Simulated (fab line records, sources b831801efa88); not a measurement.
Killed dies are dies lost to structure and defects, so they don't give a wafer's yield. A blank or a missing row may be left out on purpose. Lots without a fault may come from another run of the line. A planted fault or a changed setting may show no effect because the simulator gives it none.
Problem report in the 8D (eight disciplines) form, filled by code | flow sky130 | the parts of the form that need people (team, actions taken, sign-off) are left out

1. THE PROBLEM
cd_nm at SKY_LOCAL_INTERCONNECT_CD_MEAS_11 reads a mean of 134.8 nm on 3 wafers of 1 lot; wafers without a fault read 170.1 nm with a standard deviation of 1.6. That is -22 standard deviations from the usual mean.
The step: target cd 170 nm.
First seen on wafer L842.2, day 35 20:37, on cd_sem-01. The record holds 39 wafers of 13 lots with a number at this step. Rule for "out", or "out of limits": more than 4 standard deviations from the usual mean. The other wafers with a number count as sound.

2. WHAT IT IS AND WHAT IT IS NOT
question                    | is                     | is not
which readings at this step | cd_nm                  | -
which lots                  | L842                   | L825, L826, L827, L828, L829, L830, L831, L834, L843, L844, L846, L847
which wafers of those lots  | all that have a number | -
read on which gauges        | cd_sem-01              | cd_sem-02
when                        | from day 35 20:37      | up to then (24 sound wafers); but 12 sound wafers of L843, L844, L846, L847 came after

3. SUSPECTS, AND WHAT RULES EACH OUT
Counting: a tool at a process step up to the reading stays a suspect if it ran every lot that is out and no sound lot after the first of them.
- the gauge at SKY_LOCAL_INTERCONNECT_CD_MEAS_11: ruled out. All the wafers that are out were read on cd_sem-01, but those of them that SKY_LOCAL_INTERCONNECT_EXPOSE_08 has rows for are out there too, on other tools.
- rie_diel-01 at SKY_LI_CONTACT_ETCH_15 (etches PSG in C4F8/O2/Ar, stops on Si, target depth 600 nm): ruled out as a lasting fault. Sound lots L847 ran on it after its first lot that is out, L842 (day 34 17:26).
- pvd_sputter-01 at SKY_LI_CONTACT_SPUTTER_19 (material Ti, target thk 20 nm, time 106.37 s): ruled out as a lasting fault. Sound lots L843, L846 ran on it after its first lot that is out, L842 (day 34 17:49).
- krf_scanner-02 at SKY_LOCAL_INTERCONNECT_EXPOSE_08 (exposes mask LI1M, target cd 170 nm): kept. It ran the lot that is out, L842 (day 35 07:53), and no sound lot after that; its last sound lot up to then is L834 (day 32 16:15). Its own readings are out on those wafers: exposure_dose_mJ_cm2.
Left after counting: krf_scanner-02 at SKY_LOCAL_INTERCONNECT_EXPOSE_08.

4. THE CAUSE (what the simulator had put in)
Process parameter drift: krf_scanner-02, from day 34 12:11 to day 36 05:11, at SKY_LOCAL_INTERCONNECT_EXPOSE_08. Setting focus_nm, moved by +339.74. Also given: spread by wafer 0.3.
Counting left only this tool.

5. THE CHAIN OF EFFECTS, in route order
Each row: a reading whose mean over the struck wafers that have a number lies more than 3 standard deviations from the usual. Only readings for which the record gives a usual standard deviation are gone through. hours: the time from each lot's start at the first step in this table that gives one to its start at this step, as a median over the lots. sigmas: the change in usual standard deviations.
hours | step                              | reading              | usual    | on struck wafers | change | sigmas
0     | SKY_LOCAL_INTERCONNECT_EXPOSE_08  | exposure_dose_mJ_cm2 | 28.01    | 25.82            | -2.19  | -53
13    | SKY_LOCAL_INTERCONNECT_CD_MEAS_11 | cd_nm                | 170.1 nm | 134.8            | -35.3  | -22
The process steps in it:
- SKY_LOCAL_INTERCONNECT_EXPOSE_08: exposes mask LI1M, target cd 170 nm.

6. WHAT WOULD HAVE CAUGHT IT SOONER
In this record the first reading out of limits at a measuring or inspecting step was taken at day 35 20:37, 32 hours after the fault began at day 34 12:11.
The tool's own readings at SKY_LOCAL_INTERCONNECT_EXPOSE_08 were out on every struck wafer that the step has a row for (exposure_dose_mJ_cm2): an alarm limit on them would have fired on the first of those.
All the lots that are out (1) had begun SKY_LOCAL_INTERCONNECT_EXPOSE_08 on krf_scanner-02 by day 35 20:37. A hold on the tool at that time would have spared none of them.
